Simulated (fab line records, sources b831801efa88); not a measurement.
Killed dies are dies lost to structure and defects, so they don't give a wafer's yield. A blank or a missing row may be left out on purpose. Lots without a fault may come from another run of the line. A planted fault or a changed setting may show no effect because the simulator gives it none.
A struck lot beside a sound one | flow sky130 | 19 steps out of a route of 708
Sound: wafers L950.1, L950.4, L950.5. Struck: wafer L951.3. (L951.5 of the same lot was not struck and is left out.) The cause comes at the end.
At each step with rows: each side's tool, then ch and its chambers, then its first start. Under that, the readings that differ: sound wafers | struck wafers | difference of the means | sigmas: that difference in standard deviations of wafers without a fault.
alike: readings whose means differ by less than 2 such deviations, and words and numbers that are the same on both sides. not compared: withheld readings, readings that some wafer has no value for, bounds like >300 that may hide the same value, and numbers for which the record gives no deviation and whose values overlap.
The two part at a step that has a row with sigmas, a row that says differs or no value, or rows on one side only. Numbers that don't overlap but have no deviation are shown without sigmas and don't part them. A reading that every wafer of one side lacks parts them only if that side has two wafers or more.

SKY_METAL3_SPUTTER_02: material AlCu, target thk 735 nm, time 39.1 s.
  sound on pvd_sputter-02, day 40 10:45; struck on pvd_sputter-01, day 40 11:57
  alike: throttle_valve_pct
SKY_METAL3_SPUTTER_03: material Ti, target thk 5 nm, time 3.3 s.
  sound on pvd_sputter-02, day 40 10:47; struck on pvd_sputter-01, day 40 11:59
  alike: throttle_valve_pct
SKY_METAL3_SPUTTER_04: material TiN, target thk 70 nm, time 58.3 s.
  sound on pvd_sputter-02, day 40 10:49; struck on pvd_sputter-01, day 40 12:01
  alike: throttle_valve_pct
SKY_CAPM_CVD_00: deposits SiO2, target thk 15.5 nm.
  sound on pecvd-02 ch 0,1, day 40 10:52; struck on pecvd-04 ch 0, day 40 12:04
  alike: heater_power_w, rf_fwd_power_W
SKY_CAPM_THK_MEAS_01:
  sound on film_metro-02, day 40 10:53; struck on film_metro-04, day 40 12:06
  alike: CAPM_CVD_00_THK
SKY_CAPM_SPUTTER_02: material TiN, target thk 200 nm, time 166.7 s.
  sound on pvd_sputter-03, day 40 10:56; struck on pvd_sputter-03, day 40 12:08
  alike: throttle_valve_pct
SKY_CAPM_RS_MEAS_03: measures by four-point-probe.
  sound on film_metro-03, day 40 11:03; struck on film_metro-04, day 40 12:17
  reading              | sound          | struck | difference | sigmas
  CAPM_TIN_RS (ohm/sq) | 6.94 6.87 6.94 | 7.05   | +0.13      | +2
SKY_CAPM_THK_MEAS_04: measures by xrf.
  sound on film_metro-03, day 40 11:10; struck on film_metro-04, day 40 12:23
  alike: CAPM_TIN_THK
then, 4 steps without rows for these wafers: SKY_CAPM_DEHYDRATE_05 (time 60 s); SKY_CAPM_HMDS_06 (prime time 60 s); SKY_CAPM_COAT_07 (resist thk 1140 nm); SKY_CAPM_SOFTBAKE_08 (time 60 s).
SKY_CAPM_EXPOSE_09: exposes mask CAPM, target cd 1000 nm.
  sound on iline_stepper-02 ch 0, day 40 22:41; struck on iline_stepper-01 ch 0, day 41 00:24
  alike: mask
then, 2 steps without rows for these wafers: SKY_CAPM_PEB_10; SKY_CAPM_DEVELOP_11 (develop time 60 s).
SKY_CAPM_OVL_MEAS_12:
  sound on overlay-02, day 41 10:49; struck on overlay-01, day 41 13:09
  alike: CAPM_OVL
SKY_CAPM_METAL_ETCH_13: etches TiN in Cl2/BCl3, stops on SiO2, target depth 220 nm, time 62.9 s.
  sound on rie_metal-04 ch 0,1, day 41 10:52; struck on rie_metal-02 ch 1, day 41 13:13
  reading               | sound          | struck | difference | sigmas
  rf_fwd_power_W (W)    | 896 896 900    | 889    | -8         | -3
  model.CAPM.cd_nm (nm) | 1003 1002 1003 | 924    | -79        |
  alike: drypump_motor_current_A, oes_product_au, throttle_valve_pct
  not compared: rf_hours_counter_h
then, 1 step without rows for these wafers: SKY_CAPM_STRIP_14 (strips in O2/N2).
-- the record jumps here: 8 days lie between the struck wafers' starts before and after (it left off in module CAPM and takes up again in module PAD_OPEN, whose first step shown is number 708 of the route) --
SKY_PAD_OPEN_PROBE_99:
  sound on prober-01, day 48 22:50; struck on prober-02, day 49 01:41
  alike: defect_limited_yield, killed_at_M0_to_M3, killed_at_M4_up, killed_at_contacts, killed_at_front_end, killed_at_other, killed_dies, killed_open, killed_short, sort_bin_3_pad_short, sort_bin_5_function, sort_bin_6_memory, sort_n_pass, sort_yield_pct

WHERE THEY PART
First at SKY_CAPM_RS_MEAS_03; last, within this record, at SKY_CAPM_METAL_ETCH_13. Later steps at which nothing parts them and some readings are alike: SKY_PAD_OPEN_PROBE_99.

WHY: what the simulator had put in
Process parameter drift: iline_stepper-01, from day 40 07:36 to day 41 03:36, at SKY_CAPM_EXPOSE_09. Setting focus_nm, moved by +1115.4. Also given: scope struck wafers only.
